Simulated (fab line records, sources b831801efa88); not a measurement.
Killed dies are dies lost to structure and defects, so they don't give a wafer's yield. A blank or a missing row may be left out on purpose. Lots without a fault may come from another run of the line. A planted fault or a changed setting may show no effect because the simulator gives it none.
Which tool did it? | flow sky130 | 24 lots, 72 wafers sampled, at 2 steps of a route of 708

WHAT THE GAUGES READ, wafer by wafer
SKY_POLY_CUT_OVL_MEAS_09.
lot  | measured     | on         | POLY_CUT_OVL (nm)
L074 | day 24 04:37 | overlay-01 | -1 3 1
L075 | day 24 03:26 | overlay-01 | -1 6 9
L076 | day 25 00:31 | overlay-01 | 9 7 8
L077 | day 25 04:49 | overlay-02 | -8 -4 -4
L078 | day 25 23:34 | overlay-02 | 16 6 7
L079 | day 27 02:47 | overlay-02 | -1 7 4
L080 | day 27 01:01 | overlay-02 | 1 -1 2
L081 | day 27 06:49 | overlay-02 | 5 4 1
L082 | day 27 10:52 | overlay-01 | 0 1 4
L083 | day 27 16:13 | overlay-02 | 1 -6 -7
L084 | day 27 21:34 | overlay-02 | -4 -8 -2
L085 | day 28 15:28 | overlay-02 | -3 -3 -5
L086 | day 28 17:01 | overlay-01 | -5 -1 -4
L087 | day 29 06:58 | overlay-01 | 1 4 4
L088 | day 29 14:43 | overlay-02 | -9 -10 -6
L089 | day 29 16:56 | overlay-02 | -5 -4 -9
L090 | day 30 02:37 | overlay-01 | 1 4 -1
L091 | day 30 04:35 | overlay-02 | 4 -4 -6
L092 | day 30 08:20 | overlay-02 | 1 0 5
L093 | day 30 20:07 | overlay-01 | -4 0 -3
L094 | day 31 04:28 | overlay-02 | -2 -8 -7
L095 | day 31 04:31 | overlay-01 | 2 10 3
L096 | day 31 10:55 | overlay-01 | 6 -1 -1
L097 | day 32 00:47 | overlay-02 | 3 4 0

WHICH TOOL RAN EACH LOT (tool, then ch and the chambers of the sampled wafers, then the start)
lot  | SKY_FIELD_ISO_ETCH_15
L074 | rie_diel-03 ch 1,2, day 2 06:15
L075 | rie_diel-04 ch 0,1,2, day 2 09:06
L076 | rie_diel-03 ch 0,1,2, day 2 17:07
L077 | rie_diel-01 ch 1,2,3, day 2 19:39
L078 | rie_diel-03 ch 0,1,3, day 3 02:08
L079 | rie_diel-01 ch 0,1, day 3 06:42
L080 | rie_diel-04 ch 2,3, day 3 11:17
L081 | rie_diel-03 ch 0,1, day 3 18:35
L082 | rie_diel-03 ch 0,1, day 3 22:59
L083 | rie_diel-04 ch 1,2,3, day 4 02:09
L084 | rie_diel-04 ch 0,2, day 4 10:31
L085 | rie_diel-04 ch 0,2,3, day 4 16:21
L086 | rie_diel-01 ch 1,2,3, day 4 20:08
L087 | rie_diel-03 ch 0,2, day 5 00:47
L088 | rie_diel-03 ch 0,1,2, day 5 05:33
L089 | rie_diel-04 ch 2,3, day 5 10:10
L090 | rie_diel-03 ch 1,2,3, day 5 16:02
L091 | rie_diel-03 ch 1,2,3, day 5 21:17
L092 | rie_diel-01 ch 0,1, day 6 02:26
L093 | rie_diel-01 ch 0,1,3, day 6 10:11
L094 | rie_diel-03 ch 0,1,3, day 6 15:46
L095 | rie_diel-04 ch 1,2, day 6 17:54
L096 | rie_diel-04 ch 0,1,2, day 6 22:31
L097 | rie_diel-01 ch 1,2,3, day 7 06:21
- SKY_FIELD_ISO_ETCH_15: etches the open film in CHF3/O2, stops on Si, target depth 180 nm, time 72 s.

WHAT THE TOOLS THEMSELVES READ (means of the sampled wafers that have a number; where no wafer has one, the mark that the record gives instead)
SKY_FIELD_ISO_ETCH_15.
lot  | tool        | chf3_flow_sccm (sccm) | drypump_motor_current_A (A) | oes_product_au (a.u.) | rf_fwd_power_W (W) | throttle_valve_pct (%)
L074 | rie_diel-03 | 49.97                 | 5.2                         | 0.944                 | 596.7              | 8.842
L075 | rie_diel-04 | 50.03                 | 6.1                         | 0.943                 | 596.8              | 8.849
L076 | rie_diel-03 | 49.79                 | 5.3                         | 0.951                 | 595.6              | 8.849
L077 | rie_diel-01 | 50.12                 | 5.7                         | 0.953                 | 593.5              | 8.836
L078 | rie_diel-03 | 50.04                 | 5.1                         | 0.948                 | 592.7              | 8.848
L079 | rie_diel-01 | 50.11                 | 6.1                         | 0.947                 | 592.6              | 8.839
L080 | rie_diel-04 | 50.04                 | 6.0                         | 0.943                 | 595.5              | 8.838
L081 | rie_diel-03 | 50.01                 | 5.0                         | 0.950                 | 594.4              | 8.850
L082 | rie_diel-03 | 49.83                 | 5.1                         | 0.937                 | 594.5              | 8.843
L083 | rie_diel-04 | 49.96                 | 5.9                         | 0.953                 | 595.5              | 8.849
L084 | rie_diel-04 | 50.02                 | 6.3                         | 0.944                 | 597.8              | 8.839
L085 | rie_diel-04 | 49.99                 | 6.2                         | 0.951                 | 598.6              | 8.849
L086 | rie_diel-01 | 50.01                 | 5.7                         | 0.942                 | 592.2              | 8.849
L087 | rie_diel-03 | 49.93                 | 5.3                         | 0.945                 | 593.7              | 8.848
L088 | rie_diel-03 | 49.98                 | 5.3                         | 0.946                 | 593.9              | 8.845
L089 | rie_diel-04 | 50.07                 | 6.1                         | 0.948                 | 596.4              | 8.850
L090 | rie_diel-03 | 49.82                 | 5.3                         | 0.941                 | 598.4              | 8.838
L091 | rie_diel-03 | 50.05                 | 5.3                         | 0.959                 | 596.0              | 8.851
L092 | rie_diel-01 | 50.14                 | 5.6                         | 0.943                 | 594.4              | 8.842
L093 | rie_diel-01 | 50.16                 | 5.8                         | 0.942                 | 593.8              | 8.843
L094 | rie_diel-03 | 50.02                 | 5.1                         | 0.944                 | 596.7              | 8.857
L095 | rie_diel-04 | 49.97                 | 5.9                         | 0.946                 | 596.8              | 8.847
L096 | rie_diel-04 | 50.08                 | 6.1                         | 0.947                 | 595.5              | 8.846
L097 | rie_diel-01 | 50.15                 | 5.7                         | 0.951                 | 593.3              | 8.851

THE ANSWER, worked out from the rows above alone
Rule: what is usual is taken from the lots themselves. Put in order of their means at a reading, lots are off if they are a third of the lots or fewer, leave a main group of 4 or more, and stand apart from it by a gap of 3 or more times the standard deviation of the main group's means; of several such gaps the widest counts. A main group whose means are all the same, to the digits that the tables above print for the reading, isn't used. A lot without any number at a reading at which 4 lots or more have one is off too. The other lots that the step has rows for count as sound. The gauges are gone through in route order, then the tools' own readings, and for those a lot's mean is taken as printed above. The first step at which some lot is off is used, and at that step the reading that is off furthest; a lot without a number counts as furthest.
No lot is off at any reading shown: from this, nothing can be told.

WHAT THE SIMULATOR HAD PUT IN
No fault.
